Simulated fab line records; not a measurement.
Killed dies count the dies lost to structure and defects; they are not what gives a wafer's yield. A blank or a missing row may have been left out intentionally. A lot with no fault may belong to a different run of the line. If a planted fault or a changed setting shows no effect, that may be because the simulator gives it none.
Which tool is to blame? -- flow sky130 -- 72 wafers from 24 lots sampled at 6 of the route's 708 steps

== WHAT THE GAUGES READ, wafer by wafer ==
SKY_VIA1_OVL_MEAS_13.
lot,measured,on,VIA1_OVL (nm)
L074,day 34 01:31,overlay-02,-2 -3 1
L075,day 34 11:46,overlay-02,0 3 1
L076,day 34 19:01,overlay-02,2 1 6
L077,day 34 20:46,overlay-02,12 5 5
L078,day 35 06:43,overlay-01,11 6 5
L079,day 35 16:13,overlay-01,7 3 10
L080,day 36 02:43,overlay-01,5 0 -1
L081,day 36 06:33,overlay-01,-1 -1 1
L082,day 36 21:54,overlay-02,-2 1 3
L083,day 37 06:10,overlay-01,-2 2 5
L084,day 37 15:10,overlay-02,2 7 3
L085,day 38 02:48,overlay-02,-6 -7 -8
L086,day 38 06:59,overlay-01,2 4 -2
L087,day 38 08:58,overlay-01,-8 -9 -5
L088,day 38 10:58,overlay-01,2 -2 4
L089,day 38 21:39,overlay-01,0 3 3
L090,day 39 06:25,overlay-02,-1 1 -2
L091,day 39 19:23,overlay-02,3 4 -2
L092,day 39 20:31,overlay-01,3 4 5
L093,day 40 00:22,overlay-02,0 10 13
L094,day 40 02:43,overlay-01,2 9 8
L095,day 40 13:01,overlay-01,9 7 1
L096,day 40 16:46,overlay-02,14 7 11
L097,day 41 07:58,overlay-01,2 7 8

SKY_VIA2_THK_MEAS_01.
lot,measured,on,VIA2_HDPCVD_THK (nm)
L074,day 35 06:37,film-metro-01,1185 1187 1192
L075,day 35 16:44,film-metro-02,1162 1167 1162
L076,day 36 00:00,film-metro-02,1176 1181 1182
L077,day 36 02:00,film-metro-04,1175 1165 1185
L078,day 36 11:56,film-metro-02,1185 1175 1173
L079,day 36 20:39,film-metro-01,1160 1161 1164
L080,day 37 06:47,film-metro-04,1161 1183 1198
L081,day 37 11:29,film-metro-01,1193 1207 1188
L082,day 38 02:03,film-metro-01,1193 1194 1177
L083,day 38 10:00,film-metro-04,1183 1172 1173
L084,day 38 19:06,film-metro-04,1185 1190 1184
L085,day 39 07:28,film-metro-02,1173 1174 1186
L086,day 39 11:41,film-metro-02,1180 1176 1169
L087,day 39 13:10,film-metro-02,1168 1168 1174
L088,day 39 14:58,film-metro-01,1187 1187 1174
L089,day 40 00:17,film-metro-01,1182 1189 1188
L090,day 40 09:25,film-metro-01,1183 1172 1170
L091,day 40 22:25,film-metro-02,1189 1196 1173
L092,day 41 00:29,film-metro-01,1170 1184 1179
L093,day 41 02:19,film-metro-02,1192 1192 1198
L094,day 41 04:46,film-metro-01,1188 1172 1185
L095,day 41 16:48,film-metro-02,1186 1185 1191
L096,day 41 20:06,film-metro-01,1186 1204 1176
L097,day 42 11:05,film-metro-01,1192 1202 1200

SKY_METAL3_CD_MEAS_13 targets a cd of 300 nm.
lot,measured,on,cd-nm (nm)
L074,day 38 13:25,cd-sem-01,298.8 297.4 299.0
L075,day 39 01:35,cd-sem-01,300.4 300.5 301.8
L076,day 39 08:08,cd-sem-01,299.7 300.3 300.3
L077,day 39 09:53,cd-sem-02,301.8 301.3 301.1
L078,day 39 19:12,cd-sem-01,300.0 300.8 301.3
L079,day 40 03:35,cd-sem-02,302.6 301.4 301.2
L080,day 40 12:15,cd-sem-01,301.8 299.0 301.2
L081,day 40 16:47,cd-sem-02,300.9 301.9 301.7
L082,day 41 08:11,cd-sem-02,301.9 301.2 302.9
L083,day 41 15:32,cd-sem-02,300.2 301.0 301.3
L084,day 41 23:07,cd-sem-01,299.9 299.1 299.7
L085,day 42 11:00,cd-sem-01,300.5 300.8 301.4
L086,day 42 16:17,cd-sem-01,302.5 302.8 301.6
L087,day 42 16:31,cd-sem-02,299.7 300.5 299.7
L088,day 42 18:37,cd-sem-02,298.8 299.3 298.7
L089,day 43 02:47,cd-sem-01,297.8 298.6 298.0
L090,day 43 11:13,cd-sem-01,302.1 300.8 302.4
L091,day 44 01:34,cd-sem-01,298.2 297.3 298.1
L092,day 44 01:53,cd-sem-02,300.2 301.3 301.8
L093,day 44 02:17,cd-sem-02,301.7 301.6 302.7
L094,day 44 03:36,cd-sem-01,300.4 300.2 299.7
L095,day 44 17:18,cd-sem-01,301.1 300.4 301.8
L096,day 44 19:13,cd-sem-01,300.0 299.4 299.7
L097,day 45 09:19,cd-sem-01,301.3 300.8 301.8

SKY_VIA4_RS_MEAS_19: the measuring method here is four-point-probe.
lot,measured,on,VIA4_W_RS (ohm/sq)
L074,day 42 21:56,film-metro-02,0.2264 0.2261 0.2253
L075,day 43 06:45,film-metro-04,0.2279 0.2283 0.2265
L076,day 43 15:39,film-metro-04,0.2242 0.2265 0.2250
L077,day 43 17:27,film-metro-02,0.2271 0.2269 0.2246
L078,day 44 00:51,film-metro-01,0.2271 0.2274 0.2269
L079,day 44 06:54,film-metro-04,0.2275 0.2258 0.2282
L080,day 44 16:27,film-metro-04,0.2281 0.2251 0.2266
L081,day 44 21:19,film-metro-04,0.2289 0.2295 0.2279
L082,day 45 10:43,film-metro-04,0.2229 0.2276 0.2250
L083,day 45 16:52,film-metro-04,0.2319 0.2285 0.2314
L084,day 45 22:58,film-metro-04,0.2233 0.2227 0.2250
L085,day 46 10:39,film-metro-04,0.2259 0.2232 0.2265
L086,day 46 14:52,film-metro-02,0.2305 0.2300 0.2301
L087,day 46 16:10,film-metro-04,0.2274 0.2252 0.2268
L088,day 46 17:04,film-metro-04,0.2269 0.2264 0.2266
L089,day 47 00:04,film-metro-04,0.2291 0.2269 0.2253
L090,day 47 06:18,film-metro-01,0.2228 0.2258 0.2276
L091,day 47 19:44,film-metro-01,0.2241 0.2257 0.2245
L092,day 47 20:24,film-metro-01,0.2283 0.2261 0.2250
L093,day 47 20:42,film-metro-02,0.2244 0.2275 0.2229
L094,day 47 22:09,film-metro-01,0.2225 0.2211 0.2237
L095,day 48 10:53,film-metro-04,0.2203 0.2283 0.2207
L096,day 48 12:11,film-metro-01,0.2279 0.2276 0.2276
L097,day 48 22:24,film-metro-02,0.2237 0.2268 0.2253

== TOOL THAT RAN EACH LOT (tool first, then ch and the chambers of the sampled wafers, then the start) ==
lot,SKY_VIA3_CMP_02,SKY_VIA4_SPUTTER_17
L074,"cmp-01 ch 1,2,3, day 38 14:58","pvd-sputter-01, day 42 21:42"
L075,"cmp-01 ch 0,2,3, day 39 02:58","pvd-sputter-04, day 43 06:32"
L076,"cmp-02 ch 0,3, day 39 09:26","pvd-sputter-01, day 43 15:26"
L077,"cmp-02 ch 0,1,3, day 39 11:33","pvd-sputter-02, day 43 17:14"
L078,"cmp-01 ch 1,2,3, day 39 20:46","pvd-sputter-01, day 44 00:38"
L079,"cmp-01 ch 1,2,3, day 40 05:27","pvd-sputter-01, day 44 06:41"
L080,"cmp-01 ch 0,1,3, day 40 13:58","pvd-sputter-01, day 44 16:14"
L081,"cmp-01 ch 0,3, day 40 18:28","pvd-sputter-02, day 44 21:06"
L082,"cmp-02 ch 0,1, day 41 09:30","pvd-sputter-02, day 45 10:31"
L083,"cmp-02 ch 0,2, day 41 17:09","pvd-sputter-02, day 45 16:39"
L084,"cmp-02 ch 0,1,2, day 42 00:26","pvd-sputter-01, day 45 22:44"
L085,"cmp-02 ch 1,2,3, day 42 12:22","pvd-sputter-02, day 46 10:26"
L086,"cmp-01 ch 0,1,2, day 42 18:10","pvd-sputter-01, day 46 14:38"
L087,"cmp-01 ch 1,2, day 42 18:28","pvd-sputter-04, day 46 15:56"
L088,"cmp-01 ch 0,1,2, day 42 20:19","pvd-sputter-04, day 46 16:50"
L089,"cmp-02 ch 1,2,3, day 43 04:05","pvd-sputter-02, day 46 23:50"
L090,"cmp-01 ch 2,3, day 43 12:41","pvd-sputter-01, day 47 06:04"
L091,"cmp-01 ch 0,2,3, day 44 02:56","pvd-sputter-01, day 47 19:30"
L092,"cmp-02 ch 0,2, day 44 03:11","pvd-sputter-02, day 47 20:11"
L093,"cmp-01 ch 2,3, day 44 03:33","pvd-sputter-02, day 47 20:27"
L094,"cmp-01 ch 0,1,2, day 44 04:57","pvd-sputter-04, day 47 21:56"
L095,"cmp-02 ch 1,2, day 44 18:40","pvd-sputter-01, day 48 10:39"
L096,"cmp-01 ch 1,2,3, day 44 20:41","pvd-sputter-01, day 48 11:58"
L097,"cmp-01 ch 0,1,2, day 45 10:38","pvd-sputter-04, day 48 22:11"
- SKY_VIA3_CMP_02: polishes SiO2.
- SKY_VIA4_SPUTTER_17: material TiN, target thk 20 nm, time 80 s.

== WHAT THE TOOLS THEMSELVES READ (means of the sampled wafers that have a number; where no wafer has one, the mark that the record gives instead) ==
SKY_VIA3_CMP_02.
lot,tool,motor-current-A (A)
L074,cmp-01,13.5
L075,cmp-01,13.2
L076,cmp-02,11.7
L077,cmp-02,11.9
L078,cmp-01,13.9
L079,cmp-01,13.5
L080,cmp-01,12.1
L081,cmp-01,12.0
L082,cmp-02,11.9
L083,cmp-02,11.5
L084,cmp-02,11.9
L085,cmp-02,13.0
L086,cmp-01,12.8
L087,cmp-01,14.1
L088,cmp-01,13.3
L089,cmp-02,12.2
L090,cmp-01,13.5
L091,cmp-01,13.3
L092,cmp-02,12.0
L093,cmp-01,14.4
L094,cmp-01,13.0
L095,cmp-02,13.0
L096,cmp-01,13.2
L097,cmp-01,13.0

SKY_VIA4_SPUTTER_17.
lot,tool,throttle-valve-pct (%)
L074,pvd-sputter-01,29.5
L075,pvd-sputter-04,30.3
L076,pvd-sputter-01,29.3
L077,pvd-sputter-02,30.5
L078,pvd-sputter-01,29.5
L079,pvd-sputter-01,29.3
L080,pvd-sputter-01,30.0
L081,pvd-sputter-02,30.5
L082,pvd-sputter-02,30.8
L083,pvd-sputter-02,31.0
L084,pvd-sputter-01,29.5
L085,pvd-sputter-02,30.2
L086,pvd-sputter-01,29.4
L087,pvd-sputter-04,29.6
L088,pvd-sputter-04,30.4
L089,pvd-sputter-02,30.1
L090,pvd-sputter-01,28.9
L091,pvd-sputter-01,29.3
L092,pvd-sputter-02,31.3
L093,pvd-sputter-02,31.4
L094,pvd-sputter-04,29.9
L095,pvd-sputter-01,30.0
L096,pvd-sputter-01,29.6
L097,pvd-sputter-04,29.6

== THE ANSWER, worked out from the rows above alone ==
Rule: usual is defined by the lots themselves. Put in order of their means at a reading, lots are off if they are a third of the lots or fewer, leave a main group of 4 or more, and stand apart from it by a gap of 3 or more times the standard deviation of the main group's means; of several such gaps the widest counts. A main group is skipped when, at the precision printed for the reading in the tables above, its means are all equal. Also off: a lot with no number at a reading for which 4 or more lots have one. Where the step has rows for the other lots, those lots are counted as sound. The gauges are gone through in route order, then the tools' own readings, and for those a lot's mean is taken as printed above. At the first step where some lot is off, the reading lying furthest off is the one used; lots without a number count as furthest.
No lot is off at any reading shown: from this, nothing can be told.

== WHAT HAD BEEN PUT IN BY THE SIMULATOR ==
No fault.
